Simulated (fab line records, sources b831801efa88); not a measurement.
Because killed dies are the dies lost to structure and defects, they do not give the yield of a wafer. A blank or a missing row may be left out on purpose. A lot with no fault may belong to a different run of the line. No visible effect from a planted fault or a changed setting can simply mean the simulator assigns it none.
fab line records | flow sfq-line
[record] lots = 6 | wafers = 18 | last-day = 79
route steps=325 shown I1@77 M2@88 I2@103 M3@118 M8@325
lots with no fault: from the same line, run without faults
start-h: the number of hours between the record's first day and the start of the first shown wafer of the lot | wait-h: time in hours since the lot's previous step | " the same as in the row above | L1.1+2: one row covering several wafers at once | - no value, or no start given | * or withheld: withheld | < > ~ a bound
route shown NAME@n: names a module that has steps shown in the file, with the first one's number in the route | usual: mean/standard deviation of fault-free wafers | same: alike in all rows | chamber/n: place in a boat | sites: readings site by site | _std_site: standard deviation across them | _edge_site: mean of outer sites minus mean of inner sites | radius-mm: for every site, how far away it sits from the centre of the wafer | mask NAME#n: copy n | behind: the most recent tool/chamber to have shaped the wafer | hold: reason for holding the lot/hours on hold/outcome of the hold | device: names the non-switching transistor (n, p or np) | end of line: at the end of the route, the tests of the same wafers | a step with no rows: only its recipe | killed: dies that structure and defects cost at the first sort, which is not the same as the wafer's yield | map: a wafer's dies, marking killed ones x, the rest . and places with no die _
set.NAME: the run value of the setting; set.NAME@STEP: its run value at that earlier step | model.NAME: the simulator's own value behind a step, which no gauge read
certain route steps with their lots: each step a table, each wafer a row
services: a tool's chamber out of use, with start hour (start-h, from the record's first day; less than 0 if before it), hours out, and reason
[[steps]]
[step SFQ_TRILAYER_I1_VIA_LITHO_COAT_054]
[recipe] resist = BARC | spin-rpm = 3000 | resist-thk-nm = 62
[step SFQ_TRILAYER_I1_VIA_LITHO_COAT_049]
[recipe] resist = KrF | spin-rpm = 3000 | resist-thk-nm = 650
[step SFQ_TRILAYER_I1_VIA_LITHO_SOFTBAKE_053]
[recipe] temp-c = withheld | time-s = withheld | resist = KrF
[step SFQ_TRILAYER_I1_VIA_LITHO_EXPOSE_050]
[recipe] mask-id = I1 | na = 0.6 | source-shape = conventional | sigma-outer = 0.65 | target-cd-nm = 500 | dose-mj = 21.3
[step SFQ_TRILAYER_I1_VIA_LITHO_PEB_052]
[recipe] peb-temp-c = 115 | peb-time-s = 60 | resist = KrF
[step SFQ_TRILAYER_I1_VIA_LITHO_DEVELOP_051]
[recipe] time-s = 60 | resist = KrF
[step SFQ_I1_OVL_MEAS_913]
[usual] I1_OVL = -1/4.5
lot.wafer | tool       | chamber | start-h | wait-h | I1_OVL[nm]
L471.1    | overlay-01 | -       | 531.48  | 0.1    | 5
L471.2    | "          | -       | "       | "      | -2
L471.6    | "          | -       | "       | "      | -1
L478.1    | overlay-01 | -       | 614.48  | 0.1    | 2
L478.3    | "          | -       | "       | "      | -1
L478.5    | "          | -       | "       | "      | -3
L479.1    | overlay-02 | -       | 625.71  | 0.1    | 5
L479.2    | "          | -       | "       | "      | 3
L479.3    | "          | -       | "       | "      | 5
L485.1    | overlay-02 | -       | 827.65  | 0.1    | -5
L485.3    | "          | -       | "       | "      | -3
L485.5    | "          | -       | "       | "      | -4
L486.1    | overlay-01 | -       | 831.25  | 0.1    | -1
L486.5    | "          | -       | "       | "      | -1
L486.6    | "          | -       | "       | "      | -1
L487.1    | overlay-01 | -       | 837.38  | 0.1    | -7
L487.4    | "          | -       | "       | "      | -3
L487.6    | "          | -       | "       | "      | -9
[step SFQ_TRILAYER_I1_VIA_BARC_OPEN_VIA_ETCH_071]
[recipe] mask-material = PR | chemistry = O2 | target-depth-nm = 125 | target = BARC | source-w = 500 | bias-w = 80 | pressure-mtorr = 30 | time-s = 41.7
[usual] drypump-motor-current-A = 5.8/0.38 | oes-product-au = 0.685/0.0049
lot.wafer | tool        | chamber | start-h | wait-h | drypump-motor-current-A | oes-product-au | rf-hours-counter-h
L471.1    | rie-diel-01 | 0       | 531.51  | 0.0    | 5.4                     | 0.680          | 0
L471.2    | "           | 1       | "       | "      | 5.4                     | 0.685          | 66
L471.6    | "           | 0       | "       | "      | 5.5                     | 0.693          | -
L478.1    | rie-diel-03 | 2       | 614.52  | 0.0    | 6.1                     | 0.677          | 1
L478.3    | "           | 0       | "       | "      | 5.2                     | 0.688          | 11
L478.5    | "           | 0       | "       | "      | 5.1                     | 0.682          | -
L479.1    | rie-diel-01 | 0       | 625.74  | 0.0    | 5.5                     | 0.685          | 3
L479.2    | "           | 2       | "       | "      | 5.3                     | 0.680          | 51
L479.3    | "           | 3       | "       | "      | 6.3                     | 0.692          | 3
L485.1    | rie-diel-03 | 1       | 827.69  | 0.0    | 5.6                     | 0.688          | 4
L485.3    | "           | 2       | "       | "      | 6.1                     | 0.679          | 5
L485.5    | "           | 2       | "       | "      | 6.1                     | 0.683          | -
L486.1    | rie-diel-01 | 1       | 831.29  | 0.0    | 5.4                     | 0.690          | 2
L486.5    | "           | 0       | "       | "      | 5.5                     | 0.682          | -
L486.6    | "           | 1       | "       | "      | 5.4                     | 0.682          | -
L487.1    | rie-diel-04 | 3       | 837.41  | 0.0    | 5.6                     | 0.683          | 11
L487.4    | "           | 1       | "       | "      | 6.2                     | 0.691          | -
L487.6    | "           | 2       | "       | "      | 6.2                     | 0.685          | -
[step SFQ_TRILAYER_I1_VIA_ETCH_VIA_ETCH_052]
[recipe] target = SiO2 | stop-on = Nb | mask-material = PR | taper-deg = 20 | chemistry = CHF3 | target-depth-nm = 260 | source-w = 500 | bias-w = 80 | pressure-mtorr = 30 | time-s = withheld
[step SFQ_TRILAYER_I1_VIA_STRIP_STRIP_053]
[recipe] gas = O2 | power-w = 200 | platen-temp-c = 40 | overash-fraction = 0.65 | chemistry = O2 | pressure-mtorr = 50
[step SFQ_TRILAYER_I1_VIA_STRIP_SOLV_CLEAN_054]
[recipe] chemistry = NMP | temp-c = 70 | time-s = 600
[step SFQ_TRILAYER_M2_DEP_PRE_CLEAN_056]
[recipe] gas = Ar | time-s = 22.5 | bias-v = 250
[step SFQ_TRILAYER_M2_DEP_SPUTTER_055]
[recipe] material = Nb | base-pressure-pa = 1.33e-06 | chamber-pressure-pa = 0.1333 | substrate-temp-c = 20 | resputter-cathode-voltage-v = 400 | target-thk-nm = 200 | power-w = 2000 | time-s = 133.3
[usual] throttle-valve-pct = 29.9/1.2
lot.wafer | tool           | chamber | start-h | wait-h | throttle-valve-pct | model.Nb_of_TRILAYER_M2_DEP_SPUTTER_055.thk-nm
L471.1    | pvd-sputter-03 | -       | 532.72  | 0.0    | 30.3               | 200.1
L471.2    | "              | -       | "       | "      | 31.5               | 201.6
L471.6    | "              | -       | "       | "      | 30.9               | 202.5
L478.1    | pvd-sputter-03 | -       | 616.00  | 0.0    | 30.3               | 156.9
L478.3    | "              | -       | "       | "      | 28.9               | 204.1
L478.5    | "              | -       | "       | "      | 31.4               | 201
L479.1    | pvd-sputter-03 | -       | 626.88  | 0.0    | 31.6               | 156.1
L479.2    | "              | -       | "       | "      | 28.8               | 159.1
L479.3    | "              | -       | "       | "      | 30.4               | 199.7
L485.1    | pvd-sputter-04 | -       | 828.65  | 0.0    | 29.2               | 198.3
L485.3    | "              | -       | "       | "      | 31.3               | 199.3
L485.5    | "              | -       | "       | "      | 29.0               | 202.3
L486.1    | pvd-sputter-06 | -       | 832.25  | 0.0    | 28.0               | 200.2
L486.5    | "              | -       | "       | "      | 28.3               | 199.7
L486.6    | "              | -       | "       | "      | 28.8               | 199.4
L487.1    | pvd-sputter-03 | -       | 838.39  | 0.0    | 30.8               | 196.4
L487.4    | "              | -       | "       | "      | 31.6               | 198.2
L487.6    | "              | -       | "       | "      | 29.0               | 198.1
[step SFQ_M2_RS_MEAS_914]
[recipe] thk-meas-gauge = four-point-probe | reads = Nb_of_TRILAYER_M2_DEP_SPUTTER_055
[usual] M2_NB_RS = 0.891/0.01
lot.wafer | tool          | chamber | start-h | wait-h | M2_NB_RS[ohm/sq]
L471.1    | film-metro-01 | -       | 532.81  | 0.0    | 0.890
L471.2    | "             | -       | "       | "      | 0.884
L471.6    | "             | -       | "       | "      | 0.879
L478.1    | film-metro-01 | -       | 616.09  | 0.0    | 1.139
L478.3    | "             | -       | "       | "      | 0.875
L478.5    | "             | -       | "       | "      | 0.888
L479.1    | film-metro-01 | -       | 626.97  | 0.0    | 1.146
L479.2    | "             | -       | "       | "      | 1.120
L479.3    | "             | -       | "       | "      | 0.892
L485.1    | film-metro-02 | -       | 828.74  | 0.0    | 0.899
L485.3    | "             | -       | "       | "      | 0.894
L485.5    | "             | -       | "       | "      | 0.881
L486.1    | film-metro-01 | -       | 832.34  | 0.0    | 0.892
L486.5    | "             | -       | "       | "      | 0.893
L486.6    | "             | -       | "       | "      | 0.895
L487.1    | film-metro-01 | -       | 838.48  | 0.0    | 0.908
L487.4    | "             | -       | "       | "      | 0.899
L487.6    | "             | -       | "       | "      | 0.900
[step SFQ_TRILAYER_M2_LITHO_COAT_062]
[recipe] resist = BARC | spin-rpm = 3000 | resist-thk-nm = 62
[step SFQ_TRILAYER_M2_LITHO_COAT_057]
[recipe] resist = KrF | spin-rpm = 3000 | resist-thk-nm = 600
[step SFQ_TRILAYER_M2_LITHO_SOFTBAKE_061]
[recipe] temp-c = withheld | time-s = withheld | resist = KrF
[step SFQ_TRILAYER_M2_LITHO_EXPOSE_058]
[recipe] mask-id = M2 | na = 0.6 | source-shape = conventional | sigma-outer = 0.65 | target-cd-nm = 500 | dose-mj = 14.4
[step SFQ_TRILAYER_M2_LITHO_PEB_060]
[recipe] peb-temp-c = 115 | peb-time-s = 60 | resist = KrF
[step SFQ_TRILAYER_M2_LITHO_DEVELOP_059]
[recipe] time-s = 60 | resist = KrF
[step SFQ_M2_OVL_MEAS_916]
[usual] M2_OVL = 2/5.1
lot.wafer | tool       | chamber | start-h | wait-h | M2_OVL[nm]
L471.1    | overlay-01 | -       | 546.50  | 0.1    | 10
L471.2    | "          | -       | "       | "      | 2
L471.6    | "          | -       | "       | "      | 9
L478.1    | overlay-02 | -       | 771.32  | 0.1    | -6
L478.3    | "          | -       | "       | "      | 5
L478.5    | "          | -       | "       | "      | 2
L479.1    | overlay-02 | -       | 780.92  | 0.1    | 2
L479.2    | "          | -       | "       | "      | 7
L479.3    | "          | -       | "       | "      | 14
L485.1    | overlay-02 | -       | 831.17  | 0.1    | 11
L485.3    | "          | -       | "       | "      | 6
L485.5    | "          | -       | "       | "      | 12
L486.1    | overlay-02 | -       | 834.96  | 0.1    | -11
L486.5    | "          | -       | "       | "      | -7
L486.6    | "          | -       | "       | "      | -2
L487.1    | overlay-02 | -       | 843.40  | 0.1    | 3
L487.4    | "          | -       | "       | "      | -3
L487.6    | "          | -       | "       | "      | 1
[step SFQ_TRILAYER_M2_BARC_OPEN_METAL_ETCH_077]
[recipe] mask-material = PR | chemistry = O2 | target-depth-nm = 125 | target = BARC | icp-w = 600 | bias-w = 80 | pressure-mtorr = 10 | time-s = 41.7
[usual] drypump-motor-current-A = 5.7/0.66 | oes-product-au = 0.684/0.0042
lot.wafer | tool         | chamber | start-h | wait-h | drypump-motor-current-A | oes-product-au | rf-hours-counter-h
L471.1    | rie-metal-04 | 1       | 546.54  | 0.0    | 5.0                     | 0.689          | 126
L471.2    | "            | 1       | "       | "      | 5.0                     | 0.677          | -
L471.6    | "            | 1       | "       | "      | 5.0                     | 0.683          | -
L478.1    | rie-metal-04 | 0       | 771.35  | 0.0    | 6.2                     | 0.690          | 35
L478.3    | "            | 0       | "       | "      | 6.2                     | 0.685          | -
L478.5    | "            | 0       | "       | "      | 6.2                     | 0.690          | -
L479.1    | rie-metal-03 | 0       | 780.95  | 0.0    | 6.3                     | 0.685          | 82
L479.2    | "            | 1       | "       | "      | 6.5                     | 0.686          | 74
L479.3    | "            | 1       | "       | "      | 6.5                     | 0.690          | -
L485.1    | rie-metal-02 | 0       | 831.20  | 0.0    | 4.8                     | 0.684          | 81
L485.3    | "            | 0       | "       | "      | 4.8                     | 0.678          | -
L485.5    | "            | 0       | "       | "      | 4.8                     | 0.682          | -
L486.1    | rie-metal-03 | 1       | 834.99  | 0.0    | 6.4                     | 0.680          | 83
L486.5    | "            | 0       | "       | "      | 6.3                     | 0.681          | -
L486.6    | "            | 1       | "       | "      | 6.5                     | 0.689          | -
L487.1    | rie-metal-02 | 0       | 843.44  | 0.0    | 4.8                     | 0.686          | 84
L487.4    | "            | 0       | "       | "      | 4.8                     | 0.685          | -
L487.6    | "            | 0       | "       | "      | 4.8                     | 0.685          | -
[step SFQ_TRILAYER_M2_ETCH_METAL_ETCH_060]
[recipe] target = Nb | stop-on = SiO2 | mask-material = PR | chemistry = Cl2/Ar | target-depth-nm = 240 | icp-w = 600 | bias-w = 80 | pressure-mtorr = 10 | time-s = 120
[usual] drypump-motor-current-A = 5.7/0.66 | oes-product-au = 0.894/0.007
lot.wafer | tool         | chamber | start-h | wait-h | drypump-motor-current-A | oes-product-au | rf-hours-counter-h
L471.1    | rie-metal-04 | 1       | 546.66  | 0.1    | 5.0                     | 0.891          | 126
L471.2    | "            | 1       | "       | "      | 5.0                     | 0.894          | -
L471.6    | "            | 1       | "       | "      | 5.0                     | 0.899          | -
L478.1    | rie-metal-04 | 0       | 771.47  | 0.1    | 6.2                     | 0.791          | 35
L478.3    | "            | 0       | "       | "      | 6.2                     | 0.912          | -
L478.5    | "            | 0       | "       | "      | 6.2                     | 0.896          | -
L479.1    | rie-metal-03 | 0       | 781.01  | 0.0    | 6.3                     | 0.788          | 82
L479.2    | "            | 1       | "       | "      | 6.4                     | 0.788          | 74
L479.3    | "            | 1       | "       | "      | 6.5                     | 0.889          | -
L485.1    | rie-metal-02 | 0       | 831.26  | 0.0    | 4.8                     | 0.887          | 81
L485.3    | "            | 0       | "       | "      | 4.9                     | 0.887          | -
L485.5    | "            | 0       | "       | "      | 4.9                     | 0.903          | -
L486.1    | rie-metal-03 | 1       | 835.05  | 0.0    | 6.4                     | 0.897          | 83
L486.5    | "            | 0       | "       | "      | 6.3                     | 0.896          | -
L486.6    | "            | 1       | "       | "      | 6.4                     | 0.889          | -
L487.1    | rie-metal-02 | 0       | 843.50  | 0.0    | 4.9                     | 0.888          | 84
L487.4    | "            | 0       | "       | "      | 4.8                     | 0.896          | -
L487.6    | "            | 0       | "       | "      | 4.8                     | 0.886          | -
[step SFQ_TRILAYER_M2_STRIP_STRIP_061]
[recipe] gas = O2 | power-w = 200 | platen-temp-c = 40 | overash-fraction = 0.65 | chemistry = O2 | pressure-mtorr = 50
[step SFQ_TRILAYER_M2_STRIP_SOLV_CLEAN_062]
[recipe] chemistry = NMP | temp-c = 70 | time-s = 600
[step SFQ_TRILAYER_I2_DEP_PECVD_063]
[recipe] material = SiO2 | temp-c = 150 | time-s = 111.11 | pressure-torr = 2.4 | rf-w = 183.3 | precursor = SiH4/N2O | target-thk-nm = 500
[usual] chamber-pressure-Torr = 2.400/0.0054 | heater-power-w = 88/21 | throttle-valve-pct = 24.2/0.73
lot.wafer | tool     | chamber | start-h | wait-h | chamber-pressure-Torr | heater-power-w | throttle-valve-pct
L471.1    | pecvd-01 | 1       | 548.46  | 0.0    | 2.396                 | 95             | 25.3
L471.2    | "        | 2       | "       | "      | 2.400                 | 81             | 23.5
L471.6    | "        | 2       | "       | "      | 2.400                 | 80             | 23.7
L478.1    | pecvd-02 | 2       | 773.10  | 0.0    | 2.391                 | 86             | 23.1
L478.3    | "        | 0       | "       | "      | 2.401                 | 80             | 22.8
L478.5    | "        | 2       | "       | "      | 2.398                 | 88             | 23.1
L479.1    | pecvd-04 | 2       | 781.91  | 0.0    | 2.398                 | 94             | 23.6
L479.2    | "        | 0       | "       | "      | 2.402                 | 54             | 24.7
L479.3    | "        | 1       | "       | "      | 2.402                 | 116            | 24.2
L485.1    | pecvd-04 | 1       | 832.16  | 0.0    | 2.397                 | 134            | 24.0
L485.3    | "        | 0       | "       | "      | 2.396                 | 60             | 24.9
L485.5    | "        | 2       | "       | "      | 2.401                 | 109            | 24.0
L486.1    | pecvd-01 | 0       | 835.97  | 0.0    | 2.404                 | 80             | 25.0
L486.5    | "        | 2       | "       | "      | 2.408                 | 71             | 24.7
L486.6    | "        | 0       | "       | "      | 2.412                 | 82             | 24.8
L487.1    | pecvd-01 | 0       | 844.40  | 0.0    | 2.402                 | 89             | 25.1
L487.4    | "        | 0       | "       | "      | 2.392                 | 89             | 25.0
L487.6    | "        | 2       | "       | "      | 2.398                 | 74             | 24.5
[step SFQ_TRILAYER_I2_CMP_CMP_064]
[recipe] material = SiO2 | down-force-psi = 3 | platen-rpm = 60 | pad-velocity-m-s = 0.94248
[usual] motor-current-A = 10.0/0.87 | time-to-endpoint-s = 212/8.2
lot.wafer | tool   | chamber | start-h | wait-h | motor-current-A | time-to-endpoint-s
L471.2    | cmp-01 | 2       | 559.19  | 10.7   | 9.2             | 200
L471.1    | "      | 3       | "       | "      | 10.5            | 215
L471.6    | "      | 2       | 561.19  | 12.7   | 9.8             | 211
L478.1    | cmp-01 | 1       | 787.79  | 14.7   | 11.6            | 211
L478.3    | "      | 2       | "       | "      | 10.1            | 212
L478.5    | "      | 3       | "       | "      | 9.9             | 221
L479.3    | cmp-01 | 1       | 802.29  | 20.3   | 12.4            | 209
L479.2    | "      | 2       | "       | "      | 9.3             | 203
L479.1    | "      | 3       | "       | "      | 10.0            | 212
L485.1    | cmp-01 | 1       | 865.29  | 33.1   | 11.7            | 207
L485.3    | "      | 2       | "       | "      | 9.5             | 208
L485.5    | "      | 1       | 867.29  | 35.0   | 11.7            | 210
L486.1    | cmp-01 | 2       | 871.29  | 35.3   | 9.6             | 204
L486.5    | "      | 1       | 872.79  | 36.7   | 11.9            | 207
L486.6    | "      | 2       | "       | "      | 9.7             | 210
L487.1    | cmp-01 | 3       | 882.79  | 38.3   | 9.9             | 210
L487.4    | "      | 1       | 883.79  | 39.3   | 12.0            | 207
L487.6    | "      | 0       | 885.29  | 40.8   | 10.7            | 198
[step SFQ_I2_BOW_MEAS_917]
[recipe] mode = bow
[usual] I2_BOW = 5/7.8
lot.wafer | tool          | chamber | start-h | wait-h | I2_BOW[um]
L471.1    | film-metro-04 | -       | 562.19  | 2.0    | 11
L471.2    | "             | -       | "       | "      | 14
L471.6    | "             | -       | "       | "      | 31
L478.1    | film-metro-02 | -       | 789.79  | 1.5    | 5
L478.3    | "             | -       | "       | "      | -6
L478.5    | "             | -       | "       | "      | 2
L479.1    | film-metro-03 | -       | 804.79  | 1.0    | 4
L479.2    | "             | -       | "       | "      | 15
L479.3    | "             | -       | "       | "      | 7
L485.1    | film-metro-02 | -       | 867.79  | 2.0    | -7
L485.3    | "             | -       | "       | "      | -10
L485.5    | "             | -       | "       | "      | -4
L486.1    | film-metro-03 | -       | 873.79  | 2.0    | -7
L486.5    | "             | -       | "       | "      | 4
L486.6    | "             | -       | "       | "      | 0
L487.1    | film-metro-02 | -       | 885.79  | 2.5    | 12
L487.4    | "             | -       | "       | "      | 14
L487.6    | "             | -       | "       | "      | 5
[step SFQ_TRILAYER_I2_METRO_MEASURE_065]
[step SFQ_TRILAYER_I2_VIA_LITHO_COAT_072]
[recipe] resist = BARC | spin-rpm = 3000 | resist-thk-nm = 62
[step SFQ_TRILAYER_I2_VIA_LITHO_COAT_067]
[recipe] resist = KrF | spin-rpm = 3000 | resist-thk-nm = 650
[step SFQ_TRILAYER_I2_VIA_LITHO_SOFTBAKE_071]
[recipe] temp-c = withheld | time-s = withheld | resist = KrF
[step SFQ_TRILAYER_I2_VIA_LITHO_EXPOSE_068]
[recipe] mask-id = I2 | na = 0.6 | source-shape = conventional | sigma-outer = 0.65 | target-cd-nm = 500 | dose-mj = 21.3
[step SFQ_TRILAYER_I2_VIA_LITHO_PEB_070]
[recipe] peb-temp-c = 115 | peb-time-s = 60 | resist = KrF
[step SFQ_TRILAYER_I2_VIA_LITHO_DEVELOP_069]
[recipe] time-s = 60 | resist = KrF
[step SFQ_I2_OVL_MEAS_918]
[usual] I2_OVL = -2/5.8
lot.wafer | tool       | chamber | start-h | wait-h | I2_OVL[nm]
L471.1    | overlay-01 | -       | 575.40  | 0.1    | -3
L471.2    | "          | -       | "       | "      | 3
L471.6    | "          | -       | "       | "      | 3
L478.1    | overlay-01 | -       | 921.48  | 0.1    | -12
L478.3    | "          | -       | "       | "      | -7
L478.5    | "          | -       | "       | "      | -11
L479.1    | overlay-01 | -       | 934.68  | 0.1    | 1
L479.2    | "          | -       | "       | "      | 4
L479.3    | "          | -       | "       | "      | 5
L485.1    | overlay-01 | -       | 988.73  | 0.1    | -12
L485.3    | "          | -       | "       | "      | -10
L485.5    | "          | -       | "       | "      | -14
L486.1    | overlay-02 | -       | 993.53  | 0.1    | -10
L486.5    | "          | -       | "       | "      | -5
L486.6    | "          | -       | "       | "      | -6
L487.1    | overlay-01 | -       | 1000.73 | 0.1    | 4
L487.4    | "          | -       | "       | "      | -1
L487.6    | "          | -       | "       | "      | -1
[step SFQ_TRILAYER_I2_VIA_BARC_OPEN_VIA_ETCH_096]
[recipe] mask-material = PR | chemistry = O2 | target-depth-nm = 125 | target = BARC | source-w = 500 | bias-w = 80 | pressure-mtorr = 30 | time-s = 41.7
[step SFQ_TRILAYER_I2_VIA_ETCH_VIA_ETCH_070]
[recipe] target = SiO2 | stop-on = Nb | mask-material = PR | taper-deg = 20 | chemistry = CHF3 | target-depth-nm = 260 | source-w = 500 | bias-w = 80 | pressure-mtorr = 30 | time-s = withheld
[step SFQ_TRILAYER_I2_VIA_STRIP_STRIP_071]
[recipe] gas = O2 | power-w = 200 | platen-temp-c = 40 | overash-fraction = 0.65 | chemistry = O2 | pressure-mtorr = 50
[usual] drypump-motor-current-A = 5.5/0.57 | oes-product-au = 0.999/0.0095 | platen-temp-c = 39.98/0.11
lot.wafer | tool         | chamber | start-h | wait-h | drypump-motor-current-A | oes-product-au | platen-temp-c | rf-hours-counter-h
L471.1    | rie-metal-02 | 0       | 575.59  | -      | 4.8                     | 1.013          | 39.85         | 41
L471.2    | "            | 0       | "       | "      | 4.8                     | 1.000          | 39.92         | -
L471.6    | "            | 0       | "       | "      | 4.8                     | 1.007          | 40.00         | -
L478.1    | rie-metal-01 | 0       | 921.67  | -      | 5.8                     | 1.004          | 40.07         | 53
L478.3    | "            | 1       | "       | "      | 6.1                     | 0.993          | 40.13         | -
L478.5    | "            | 1       | "       | "      | 6.0                     | 0.988          | 40.09         | -
L479.1    | rie-metal-01 | 0       | 934.87  | -      | 5.9                     | 0.996          | 39.91         | 55
L479.2    | "            | 1       | "       | "      | 6.0                     | 0.991          | 40.02         | 81
L479.3    | "            | 0       | "       | "      | 5.8                     | 0.992          | 39.98         | -
L485.1    | rie-metal-02 | 1       | 988.92  | -      | 6.0                     | 0.994          | 39.95         | 59
L485.3    | "            | 1       | "       | "      | 6.0                     | 0.994          | 40.09         | -
L485.5    | "            | 0       | "       | "      | 4.9                     | 1.006          | 40.21         | -
L486.1    | rie-metal-01 | 1       | 993.72  | -      | 6.0                     | 1.000          | 39.92         | 90
L486.5    | "            | 0       | "       | "      | 5.9                     | 0.999          | 40.03         | -
L486.6    | "            | 1       | "       | "      | 6.1                     | 1.001          | 39.70         | -
L487.1    | rie-metal-04 | 0       | 1000.92 | -      | 6.2                     | 0.988          | 40.07         | 75
L487.4    | "            | 1       | "       | "      | 5.0                     | 0.989          | 40.12         | -
L487.6    | "            | 0       | "       | "      | 6.2                     | 0.987          | 39.97         | -
[step SFQ_TRILAYER_I2_VIA_STRIP_SOLV_CLEAN_072]
[recipe] chemistry = NMP | temp-c = 70 | time-s = 600
[step SFQ_TRILAYER_M3_DEP_PRE_CLEAN_074]
[recipe] gas = Ar | time-s = 22.5 | bias-v = 250
[step SFQ_M8_BOW_MEAS_951]
[recipe] mode = bow
[usual] M8_BOW = 10/11
lot.wafer | tool          | chamber | start-h | wait-h | M8_BOW[um] | model.etest.m2.ohm-um | model.etest.i1.link-ohm | model.etest.i2.link-ohm | model.etest.m2.ohm-sq
L471.1    | film-metro-02 | -       | 1818.10 | 0.0    | 26         | 1.79                  | 1.97                    | 1.946                   | 0.8902
L471.2    | "             | -       | "       | "      | 28         | 1.768                 | 1.958                   | 1.95                    | 0.8837
L471.6    | "             | -       | "       | "      | 46         | 1.759                 | 1.951                   | 1.944                   | 0.8797
L478.1    | film-metro-04 | -       | 1881.88 | 0.0    | 4          | 2.284                 | 2.26                    | 2.215                   | 1.135
L478.3    | "             | -       | "       | "      | -7         | 1.755                 | 1.949                   | 1.964                   | 0.8729
L478.5    | "             | -       | "       | "      | 1          | 1.777                 | 1.968                   | 1.965                   | 0.8863
L479.1    | film-metro-04 | -       | 1884.29 | 0.0    | 9          | 2.29                  | 2.282                   | 2.219                   | 1.141
L479.2    | "             | -       | "       | "      | 17         | 2.229                 | 2.258                   | 2.207                   | 1.12
L479.3    | "             | -       | "       | "      | 11         | 1.773                 | 1.981                   | 1.976                   | 0.8919
L485.1    | film-metro-03 | -       | 1893.89 | 0.0    | -3         | 1.795                 | 1.985                   | 1.979                   | 0.8982
L485.3    | "             | -       | "       | "      | -6         | 1.793                 | 1.978                   | 1.984                   | 0.8941
L485.5    | "             | -       | "       | "      | -2         | 1.764                 | 1.962                   | 1.965                   | 0.8805
L486.1    | film-metro-02 | -       | 1895.09 | 0.0    | -7         | 1.765                 | 1.971                   | 1.97                    | 0.8898
L486.5    | "             | -       | "       | "      | 5          | 1.797                 | 1.974                   | 1.964                   | 0.8919
L486.6    | "             | -       | "       | "      | 2          | 1.776                 | 1.973                   | 1.953                   | 0.8935
L487.1    | film-metro-04 | -       | 1896.28 | 0.0    | 8          | 1.818                 | 1.977                   | 1.994                   | 0.9071
L487.4    | "             | -       | "       | "      | 13         | 1.792                 | 1.969                   | 1.995                   | 0.8989
L487.6    | "             | -       | "       | "      | 1          | 1.8                   | 1.966                   | 1.993                   | 0.8994
[[services]]
tool           | chamber | start-h | hours | kind
rie-metal-03   | -       | 524.13  | 0.1   | repair
rie-metal-02   | -       | 532.75  | 2.2   | repair
rie-metal-03   | -       | 571.23  | 2.8   | pm
cmp-01         | -       | 574.19  | 4.0   | pm
rie-metal-02   | -       | 586.96  | 0.6   | repair
rie-metal-04   | -       | 589.99  | 1.6   | repair
cmp-01         | -       | 618.03  | 5.3   | pm
rie-metal-04   | 0       | 630.02  | 3.7   | repair
cmp-01         | -       | 641.97  | 0.7   | repair
cmp-01         | -       | 643.64  | 0.5   | repair
cmp-01         | -       | 699.27  | 0.7   | repair
rie-metal-02   | 1       | 717.69  | 7.4   | repair
cmp-01         | -       | 729.49  | 1.8   | repair
rie-metal-02   | -       | 775.70  | 2.8   | pm
rie-metal-04   | -       | 786.78  | 0.5   | repair
cmp-01         | -       | 797.77  | 0.5   | repair
rie-metal-04   | -       | 804.67  | 0.2   | repair
cmp-01         | -       | 819.79  | 6.0   | pm
pvd-sputter-03 | -       | 843.94  | 2.4   | repair
rie-metal-02   | -       | 870.95  | 2.7   | repair
pvd-sputter-03 | -       | 894.96  | 2.1   | repair
cmp-01         | -       | 915.79  | 4.0   | pm
cmp-01         | -       | 972.14  | 0.5   | repair
cmp-01         | -       | 992.54  | 1.3   | repair
[[key]]
[first-sign] step = SFQ_M2_RS_MEAS_914 | reading = M2_NB_RS | direction = up | sigmas = 24 | usual = 0.891 | struck = 1.135
[effect] step = SFQ_TRILAYER_M2_ETCH_METAL_ETCH_060 | reading = oes-product-au | direction = down | sigmas = 15 | usual = 0.894 | struck = 0.789
[model-effect] step = SFQ_TRILAYER_M2_DEP_SPUTTER_055 | value = Nb_of_TRILAYER_M2_DEP_SPUTTER_055.thk-nm | without = 201.3 | struck = 157.4
[model-effect] step = SFQ_M8_BOW_MEAS_951 | value = etest.m2.ohm-um | without = 1.772 | struck = 2.268
met-at SFQ_TRILAYER_M2_DEP_SPUTTER_055
struck-wafers L478.1,L479.1,L479.2
onset-between 532.72 616.00
[fault] kind = process-parameter-drift | tool = pvd-sputter-03 | chamber = - | onset-h = 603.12 | steps = SFQ_TRILAYER_M2_DEP_SPUTTER_055 | channel = target-thk-nm | offset = -43.952 | shape = step | end-h = 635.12 | scope = struck-wafers-only | acts-in = these-recipes-only | stated = 200
